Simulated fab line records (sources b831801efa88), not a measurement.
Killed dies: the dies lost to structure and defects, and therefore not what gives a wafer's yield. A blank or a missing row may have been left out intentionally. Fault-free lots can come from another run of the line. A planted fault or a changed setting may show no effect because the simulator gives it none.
Which tool is to blame? ; flow sky130 ; 33 wafers from 11 lots sampled at 5 of the route's 708 steps

## WHAT EACH GAUGE READ, for each wafer
SKY_CAP2M_OVL_MEAS_12. Usual: CAP2M_OVL -0.4 nm, standard deviation 1.1.
lot;measured;on;CAP2M_OVL (nm);flag
L827;day 41 06:05;overlay-01;0.2 0.6 -0.5;
L830;day 42 04:05;overlay-02;0.5 1.7 0.4;
L831;day 42 08:22;overlay-01;0.6 0.8 0.0;
L833;day 42 22:07;overlay-02;0.0 0.0 -3.0;
L837;day 43 23:08;overlay-02;-0.1 -3.0 -1.2;
L839;day 44 09:14;overlay-01;-1.0 -2.5 -1.9;
L841;day 44 19:44;overlay-01;-1.5 -0.8 -1.7;
L842;day 45 01:10;overlay-01;-1.5 -1.6 -2.0;
L845;day 45 17:40;overlay-02;-1.3 -1.6 -0.8;
L848;day 46 13:01;overlay-01;-0.5 -1.2 0.7;
L849;day 46 21:02;overlay-02;-0.6 -1.2 -0.1;

SKY_METAL4_OVL_MEAS_14. Usual: METAL4_OVL 3 nm, standard deviation 6.3.
lot;measured;on;METAL4_OVL (nm);flag
L827;day 42 06:31;overlay-01;-2 -1 -1;
L830;day 43 04:07;overlay-01;12 12 15;
L831;day 43 08:01;overlay-02;17 7 8;
L833;day 43 21:40;overlay-02;2 2 4;
L837;day 44 22:16;overlay-02;6 11 11;
L839;day 45 07:46;overlay-02;11 7 6;
L841;day 45 17:16;overlay-01;14 13 2;
L842;day 45 23:39;overlay-01;6 10 7;
L845;day 46 15:42;overlay-02;6 5 -4;
L848;day 47 10:13;overlay-01;-5 -3 3;
L849;day 47 17:13;overlay-02;6 0 7;

SKY_VIA4_BOW_MEAS_03. Usual: VIA4_BOW 77 um, standard deviation 8.4.
lot;measured;on;VIA4_BOW (um);flag
L827;day 42 08:01;film_metro-02;84 69 87;
L830;day 43 05:38;film_metro-01;86 87 84;
L831;day 43 09:32;film_metro-02;88 78 81;
L833;day 43 23:16;film_metro-04;89 87 78;
L837;day 44 23:48;film_metro-04;72 66 70;
L839;day 45 09:17;film_metro-02;123 131 134;OFF
L841;day 45 18:58;film_metro-04;121 126 126;OFF
L842;day 46 01:08;film_metro-01;74 80 86;
L845;day 46 17:19;film_metro-02;57 67 60;
L848;day 47 12:02;film_metro-02;81 80 87;
L849;day 47 18:44;film_metro-02;73 84 85;

## EACH LOT AND THE TOOL THAT RAN IT (in order: tool; ch and the chambers of the sampled wafers; start)
lot;SKY_CAP2M_SPUTTER_02;SKY_VIA4_CMP_02
L827;pvd_sputter-02, day 40 06:20;cmp-01 ch 0,2,3, day 42 07:46
L830;pvd_sputter-03, day 41 04:47;cmp-02 ch 0,1, day 43 05:22
L831;pvd_sputter-03, day 41 09:31;cmp-01 ch 0,2,3, day 43 09:19
L833;pvd_sputter-02, day 41 23:07;cmp-01 ch 0,1,2, day 43 23:00
L837;pvd_sputter-01, day 43 00:17;cmp-01 ch 1,2,3, day 44 23:30
L839;pvd_sputter-03, day 43 10:57;cmp-01 ch 0,1, day 45 08:58
L841;pvd_sputter-01, day 43 22:10;cmp-01 ch 0,1,2, day 45 18:40
L842;pvd_sputter-03, day 44 03:11;cmp-01 ch 1,2,3, day 46 00:50
L845;pvd_sputter-03, day 44 20:49;cmp-02 ch 0,1,2, day 46 17:04
L848;pvd_sputter-02, day 45 16:13;cmp-02 ch 0,1,3, day 47 11:53
L849;pvd_sputter-01, day 46 00:05;cmp-02 ch 0,1, day 47 18:25
- SKY_CAP2M_SPUTTER_02: material TiN, target thk 200 nm, time 166.7 s.
- SKY_VIA4_CMP_02: polishes SiO2.

## AS READ BY THE TOOLS THEMSELVES (means over the sampled wafers that have a number; for cases with no such wafer, the mark the record gives instead)
SKY_CAP2M_SPUTTER_02. Usual: chamber_pressure_pa 0.4000 Pa, standard deviation 0.00079; throttle_valve_pct 30.3 %, standard deviation 1.
lot;tool;chamber_pressure_pa (Pa);throttle_valve_pct (%);flag
L827;pvd_sputter-02;0.3992;30.6;
L830;pvd_sputter-03;0.3999;30.6;
L831;pvd_sputter-03;0.4002;30.3;
L833;pvd_sputter-02;0.3990;30.4;
L837;pvd_sputter-01;0.3998;29.4;
L839;pvd_sputter-03;0.3995;30.9;
L841;pvd_sputter-01;0.4003;29.4;
L842;pvd_sputter-03;0.4004;32.0;
L845;pvd_sputter-03;0.4005;30.6;
L848;pvd_sputter-02;0.4008;30.7;
L849;pvd_sputter-01;0.4004;29.9;

SKY_VIA4_CMP_02. Usual: edge_zone_pressure_frac 1.000, standard deviation 0.0051; head_pressure_psi 4.000 psi, standard deviation 0.009; motor_current_A 11.5 A, standard deviation 1.2; retaining_ring_pressure_frac 0.999, standard deviation 0.0044; slurry_filter_dp_kPa 13.47 kPa, standard deviation 0.13.
lot;tool;edge_zone_pressure_frac;head_pressure_psi (psi);motor_current_A (A);retaining_ring_pressure_frac;slurry_filter_dp_kPa (kPa);flag
L827;cmp-01;1.000;4.006;11.5;1.002;13.49;
L830;cmp-02;0.994;3.997;10.0;0.998;13.63;
L831;cmp-01;1.001;3.996;11.4;0.997;13.45;
L833;cmp-01;1.004;3.995;11.7;1.001;13.60;
L837;cmp-01;1.002;4.000;12.7;1.002;13.49;
L839;cmp-01;-;-;-;-;-;OFF
L841;cmp-01;-;-;-;-;-;OFF
L842;cmp-01;1.002;3.999;12.7;1.000;13.43;
L845;cmp-02;1.002;4.002;11.3;0.999;13.49;
L848;cmp-02;0.999;4.002;11.0;0.996;13.56;
L849;cmp-02;0.997;3.991;10.8;0.995;13.44;

## THE ANSWER, worked out from the rows above alone
Rule: a lot counts as off when the mean over its wafers that have a number is more than 3 standard deviations away from the usual mean. A lot without any number at a reading at which 4 lots or more have one is off too. Any other lot the step has rows for is counted as sound. The gauges are gone through in route order, then the tools' own readings, and for those a lot's mean is taken as printed above. At the first step where some lot is off, the reading lying furthest off is the one used; lots without a number count as furthest.
Off: L839, L841, at SKY_VIA4_BOW_MEAS_03 (VIA4_BOW).
If a tool, at a process step before that reading, ran all the lots that are off and no sound lot after the first of them, it fits. The gauges at SKY_VIA4_BOW_MEAS_03 aren't tried: what is off there is off at SKY_VIA4_CMP_02 too, on other tools, and a gauge's error can't cause that. No candidate that was tried fits.

## WHAT THE SIMULATOR HAD PUT IN
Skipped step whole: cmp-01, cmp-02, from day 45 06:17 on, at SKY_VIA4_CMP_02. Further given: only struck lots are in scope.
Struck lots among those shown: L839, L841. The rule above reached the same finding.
